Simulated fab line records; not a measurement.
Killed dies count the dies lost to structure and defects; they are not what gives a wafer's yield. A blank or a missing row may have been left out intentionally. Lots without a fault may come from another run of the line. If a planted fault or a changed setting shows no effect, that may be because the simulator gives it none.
2 desks looking at one fault || flow sky130 || only its own numbers are on each desk; what lay behind them is given at the end

## AT THE TOOL OWNER'S DESK: krf_scanner-02
The tool's own readings at SKY_LI_CONTACT_EXPOSE_09 (exposes mask LICM1, target cd 170 nm): means of the sampled wafers that have a number, for each lot that ran on this tool. If a lot's mean is further than 4 standard deviations from the usual mean, the lot is out of limits and carries the mark OUT (the distance appears in the brackets).
Columns: A = stage_vel_mm_s at SKY_LI_CONTACT_EXPOSE_09, usual 499.98 mm/s
{"lot": "L966", "first seen here": "day 30 18:51", "A": 499.80}
{"lot": "L967", "first seen here": "day 31 04:54", "A": 499.91}
{"lot": "L968", "first seen here": "day 31 17:31", "A": 499.84}
{"lot": "L970", "first seen here": "day 32 11:27", "A": 500.17}
{"lot": "L971", "first seen here": "day 32 17:04", "A": 500.27}
{"lot": "L975", "first seen here": "day 34 19:44", "A": 500.08}
{"lot": "L980", "first seen here": "day 35 01:46", "A": 500.01}
{"lot": "L981", "first seen here": "day 35 17:19", "A": 499.71}
This desk's verdict: no lot among the 8 shows anything out of limits.

## AT THE METROLOGY DESK
Means of the sampled wafers that have a number, per lot and without regard to the tool the lot ran on: this is what the gauges read. If a lot's mean is further than 4 standard deviations from the usual mean, the lot is out of limits and carries the mark OUT (the distance appears in the brackets).
Columns: A = POLY_CUT_OVL at SKY_POLY_CUT_OVL_MEAS_09, usual 0 nm; B = cd_nm at SKY_SD_N_CD_MEAS_07, usual 379.9 nm; C = cd_nm at SKY_LI_CONTACT_CD_MEAS_12, usual 170.4 nm; D = cd_nm at SKY_LOCAL_INTERCONNECT_CD_MEAS_11, usual 169.6 nm
{"lot": "L961", "first seen here": "day 22 13:46", "A": -6, "B": 378.9, "C": 168.1, "D": 169.9}
{"lot": "L962", "first seen here": "day 24 09:20", "A": -4, "B": 380.7, "C": 169.3, "D": 168.1}
{"lot": "L966", "first seen here": "day 26 11:34", "A": -0, "B": 379.1, "C": 168.7, "D": 170.3}
{"lot": "L967", "first seen here": "day 26 20:08", "A": -2, "B": 381.2, "C": 170.7, "D": 170.6}
{"lot": "L968", "first seen here": "day 27 10:29", "A": 4, "B": 381.2, "C": 168.1, "D": 170.4}
{"lot": "L970", "first seen here": "day 28 05:37", "A": -2, "B": 380.7, "C": 169.0, "D": 169.0}
{"lot": "L971", "first seen here": "day 28 13:50", "A": 4, "B": 380.3, "C": 173.5, "D": 169.8}
{"lot": "L972", "first seen here": "day 28 20:49", "A": -1, "B": 378.6, "C": 170.1, "D": 169.2}
{"lot": "L977", "first seen here": "day 30 22:59", "A": -4, "B": 375.3, "C": 170.9, "D": 169.5}
{"lot": "L974", "first seen here": "day 30 23:07", "A": -9, "B": 378.5, "C": 170.8, "D": 170.0}
{"lot": "L975", "first seen here": "day 31 00:35", "A": 6, "B": 385.1, "C": "152.1 (-9.7) OUT", "D": 171.1}
{"lot": "L980", "first seen here": "day 31 08:38", "A": 1, "B": 379.8, "C": "150.7 (-10) OUT", "D": 172.8}
{"lot": "L981", "first seen here": "day 31 23:44", "A": 3, "B": 379.0, "C": "149.9 (-11) OUT", "D": 169.9}
{"lot": "L983", "first seen here": "day 32 21:02", "A": -5, "B": 379.2, "C": 171.0, "D": 169.2}
This desk's finding: out of limits on L975, L980, L981; first on L975, day 35 09:59 (cd_nm at SKY_LI_CONTACT_CD_MEAS_12). In limits: L961, L962, L966, L967, L968, L970, L971, L972, L977, L974, L983.

## TAKEN TOGETHER
At day 35 09:59 the metrology desk could have sounded an alarm, on L975, L980, L981.
The tool owner's desk saw nothing out of limits.
On record at the tool owner's desk: L975, L980, L981, within its limits.
Of the lots named, all ran SKY_LI_CONTACT_EXPOSE_09 on krf_scanner-02.

## WHAT THE SIMULATOR HAD PUT IN
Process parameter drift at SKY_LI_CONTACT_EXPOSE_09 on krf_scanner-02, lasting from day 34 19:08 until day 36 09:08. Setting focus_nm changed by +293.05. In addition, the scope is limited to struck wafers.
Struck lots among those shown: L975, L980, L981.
Per desk, hours elapsed from the start of the fault to the first reading out of limits: for the metrology desk, 15.
